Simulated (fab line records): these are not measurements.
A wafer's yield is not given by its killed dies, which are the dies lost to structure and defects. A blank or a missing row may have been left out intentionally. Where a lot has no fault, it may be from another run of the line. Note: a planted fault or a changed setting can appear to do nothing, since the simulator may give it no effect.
Tool commonality check :: flow gf180mcu :: Sample size 14 lots and 51 wafers

== WHAT PROMPTED THE OPENING ==
3 of 14 lots carry a flag on the reading MVPSD_TW at GF_MVPSD_TW_MEAS_11. Fault-free wafers read 553.8, with a standard deviation of 2.9.
Rule: flag the lot when none of its wafers has a number, or when each of its wafers that has one lies beyond 4 standard deviations from that mean. All remaining lots are regarded as sound.

lot: L928
measured: day 4 23:24
on: film-metro-01
MVPSD_TW, wafer by wafer: 556.0 557.5 554.8
flag: 

lot: L930
measured: day 5 12:39
on: film-metro-04
MVPSD_TW, wafer by wafer: 553.3 557.4 556.7
flag: 

lot: L932
measured: day 5 20:28
on: film-metro-03
MVPSD_TW, wafer by wafer: 554.8 555.6 557.2
flag: 

lot: L933
measured: day 6 02:57
on: film-metro-01
MVPSD_TW, wafer by wafer: 551.4 551.6 549.9
flag: 

lot: L934
measured: day 6 08:43
on: film-metro-01
MVPSD_TW, wafer by wafer: 553.7 550.6 551.0
flag: 

lot: L935
measured: day 6 16:07
on: film-metro-01
MVPSD_TW, wafer by wafer: 553.1 551.8 547.7
flag: 

lot: L936
measured: day 7 01:54
on: film-metro-04
MVPSD_TW, wafer by wafer: 555.6 557.1 556.0
flag: 

lot: L939
measured: day 8 03:47
on: film-metro-01
MVPSD_TW, wafer by wafer: 550.3 551.3 551.5
flag: 

lot: L940
measured: day 8 04:34
on: film-metro-03
MVPSD_TW, wafer by wafer: 553.0 552.2 550.9
flag: 

lot: L941
measured: day 8 18:19
on: film-metro-01
MVPSD_TW, wafer by wafer: 550.7 553.8 552.5
flag: 

lot: L942
measured: day 8 18:59
on: film-metro-04
MVPSD_TW, wafer by wafer: 586.0 581.9 584.3 583.2 584.3 583.8
flag: FLAGGED

lot: L945
measured: day 9 21:50
on: film-metro-04
MVPSD_TW, wafer by wafer: 582.0 583.3 580.3 583.2 579.3 579.8
flag: FLAGGED

lot: L948
measured: day 10 05:02
on: film-metro-01
MVPSD_TW, wafer by wafer: 581.4 579.3 583.2 577.1 583.2 578.6
flag: FLAGGED

lot: L950
measured: day 10 11:58
on: film-metro-04
MVPSD_TW, wafer by wafer: 556.1 551.5 554.8
flag: 
The mean of the flagged lots' numbers is 581.9, +28.1 from the usual (+10 standard deviations).

== WHICH TOOL EACH LOT WENT THROUGH ==
The record keeps 1 process step preceding the reading, out of 602 steps on the route. Every cell lists first the tool, next ch and the chambers used by the sampled wafers, and last the start.
lot: L928
flag: 
GF_MVPSD_IMPLANT_09: implanter-01 ch 0, day 4 23:09

lot: L930
flag: 
GF_MVPSD_IMPLANT_09: implanter-01 ch 0, day 5 12:24

lot: L932
flag: 
GF_MVPSD_IMPLANT_09: implanter-04 ch 0, day 5 20:15

lot: L933
flag: 
GF_MVPSD_IMPLANT_09: implanter-03 ch 0, day 6 02:42

lot: L934
flag: 
GF_MVPSD_IMPLANT_09: implanter-04 ch 0, day 6 08:29

lot: L935
flag: 
GF_MVPSD_IMPLANT_09: implanter-03 ch 0, day 6 15:53

lot: L936
flag: 
GF_MVPSD_IMPLANT_09: implanter-03 ch 0, day 7 01:39

lot: L939
flag: 
GF_MVPSD_IMPLANT_09: implanter-01 ch 0, day 8 03:35

lot: L940
flag: 
GF_MVPSD_IMPLANT_09: implanter-01 ch 0, day 8 04:19

lot: L941
flag: 
GF_MVPSD_IMPLANT_09: implanter-04 ch 0, day 8 18:05

lot: L942
flag: FLAGGED
GF_MVPSD_IMPLANT_09: implanter-01 ch 0, day 8 18:26

lot: L945
flag: FLAGGED
GF_MVPSD_IMPLANT_09: implanter-01 ch 0, day 9 21:17

lot: L948
flag: FLAGGED
GF_MVPSD_IMPLANT_09: implanter-03 ch 0, day 10 04:23

lot: L950
flag: 
GF_MVPSD_IMPLANT_09: implanter-03 ch 0, day 10 11:43
These steps, and what they do:
- GF_MVPSD_IMPLANT_09
- GF_MVPSD_TW_MEAS_11

== FLAGGED AGAINST TOTAL, ONE TOOL AT A TIME (gauges that did the reading follow at the end) ==
step: GF_MVPSD_IMPLANT_09
tool: implanter-01
lots run: 6
flagged: 2
share of the flagged lots: some
sound lots run after its first flagged lot: 0

step: GF_MVPSD_IMPLANT_09
tool: implanter-03
lots run: 5
flagged: 1
share of the flagged lots: some
sound lots run after its first flagged lot: 1 (L950)

step: GF_MVPSD_IMPLANT_09
tool: implanter-04
lots run: 3
flagged: 0
share of the flagged lots: none
sound lots run after its first flagged lot: -

step: GF_MVPSD_TW_MEAS_11
tool: film-metro-01
lots run: 7
flagged: 1
share of the flagged lots: some
sound lots run after its first flagged lot: 0

step: GF_MVPSD_TW_MEAS_11
tool: film-metro-03
lots run: 2
flagged: 0
share of the flagged lots: none
sound lots run after its first flagged lot: -

step: GF_MVPSD_TW_MEAS_11
tool: film-metro-04
lots run: 5
flagged: 2
share of the flagged lots: some
sound lots run after its first flagged lot: 1 (L950)

== WHAT IS ALLOWED BY THE TABLE ==
No row of the table ran every flagged lot.

== WHAT HAD BEEN PUT IN BY THE SIMULATOR ==
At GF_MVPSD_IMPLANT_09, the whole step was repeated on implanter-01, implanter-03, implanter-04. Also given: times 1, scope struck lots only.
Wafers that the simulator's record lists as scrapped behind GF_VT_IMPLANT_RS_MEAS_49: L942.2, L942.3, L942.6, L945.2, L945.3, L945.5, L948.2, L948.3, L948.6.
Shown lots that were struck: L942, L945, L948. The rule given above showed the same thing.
